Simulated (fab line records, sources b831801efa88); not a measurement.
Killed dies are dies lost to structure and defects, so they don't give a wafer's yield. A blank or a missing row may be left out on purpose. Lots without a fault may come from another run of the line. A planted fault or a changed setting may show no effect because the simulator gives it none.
Which tool did it? | flow sfq_line | 14 lots, 42 wafers sampled, at 1 step of a route of 325

WHAT THE GAUGES READ, wafer by wafer
The record holds no reading of a measuring or inspecting step that can be judged against a usual standard deviation.

WHICH TOOL RAN EACH LOT (tool, then ch and the chambers of the sampled wafers, then the start)
lot  | SFQ_TRILAYER_M7_ETCH_METAL_ETCH_180
L910 | rie_metal-02 ch 0,1, day 67 16:24
L911 | rie_metal-02 ch 0,1, day 69 16:22
L912 | rie_metal-04 ch 0,1, day 76 05:26
L913 | rie_metal-02 ch 0,1, day 76 06:47
L917 | rie_metal-02 ch 0,1, day 77 04:08
L919 | rie_metal-02 ch 0,1, day 77 15:00
L922 | rie_metal-04 ch 0,1, day 77 22:08
L924 | rie_metal-04 ch 0,1, day 78 00:32
L923 | rie_metal-02 ch 0, day 79 15:03
L926 | rie_metal-02 ch 0,1, day 82 19:56
L927 | rie_metal-04 ch 0,1, day 88 11:48
L928 | rie_metal-01 ch 0,1, day 88 13:00
L932 | rie_metal-01 ch 0,1, day 92 10:06
L933 | rie_metal-02 ch 0,1, day 92 13:42
- SFQ_TRILAYER_M7_ETCH_METAL_ETCH_180: etches Nb in Cl2/Ar, stops on SiO2, target depth 240 nm, time 120 s.

WHAT THE TOOLS THEMSELVES READ (means of the sampled wafers that have a number; where no wafer has one, the mark that the record gives instead)
SFQ_TRILAYER_M7_ETCH_METAL_ETCH_180. Usual: bias_w 80.01 W, standard deviation 0.23; chamber_pressure_mTorr 10.000 mTorr, standard deviation 0.0084; drypump_motor_current_A 6.0 A, standard deviation 0.36; oes_product_au 0.892 a.u., standard deviation 0.0061.
lot  | tool         | bias_w (W) | chamber_pressure_mTorr (mTorr) | drypump_motor_current_A (A) | oes_product_au (a.u.) | flag
L910 | rie_metal-02 | 80.02      | 9.990                          | 6.0                         | 0.897                 |
L911 | rie_metal-02 | 80.01      | 10.001                         | 6.0                         | 0.890                 |
L912 | rie_metal-04 | 79.83      | 9.987                          | 6.0                         | 0.893                 |
L913 | rie_metal-02 | 80.27      | 10.005                         | 6.2                         | 0.894                 |
L917 | rie_metal-02 | 80.00      | 10.006                         | 6.0                         | 0.882                 |
L919 | rie_metal-02 | 79.88      | 9.998                          | 6.0                         | 0.895                 |
L922 | rie_metal-04 | -          | -                              | -                           | -                     | OFF
L924 | rie_metal-04 | -          | -                              | -                           | -                     | OFF
L923 | rie_metal-02 | 80.16      | 9.992                          | 6.2                         | 0.894                 |
L926 | rie_metal-02 | 80.12      | 10.005                         | 6.0                         | 0.884                 |
L927 | rie_metal-04 | 79.86      | 9.998                          | 5.6                         | 0.888                 |
L928 | rie_metal-01 | 80.05      | 9.998                          | 6.0                         | 0.887                 |
L932 | rie_metal-01 | 80.07      | 10.002                         | 6.0                         | 0.897                 |
L933 | rie_metal-02 | 79.94      | 10.003                         | 6.0                         | 0.894                 |

THE ANSWER, worked out from the rows above alone
Rule: a lot is off if the mean of its wafers that have a number lies more than 3 standard deviations from the usual mean. A lot without any number at a reading at which 4 lots or more have one is off too. The other lots that the step has rows for count as sound. The gauges are gone through in route order, then the tools' own readings, and for those a lot's mean is taken as printed above. The first step at which some lot is off is used, and at that step the reading that is off furthest; a lot without a number counts as furthest.
Off: L922, L924, at SFQ_TRILAYER_M7_ETCH_METAL_ETCH_180 (bias_w). Without a number there: L922, L924.
A tool fits if, at that step or a process step before it, it ran every lot that is off, and no sound lot after the first of them. None of those tried fits.

WHAT THE SIMULATOR HAD PUT IN
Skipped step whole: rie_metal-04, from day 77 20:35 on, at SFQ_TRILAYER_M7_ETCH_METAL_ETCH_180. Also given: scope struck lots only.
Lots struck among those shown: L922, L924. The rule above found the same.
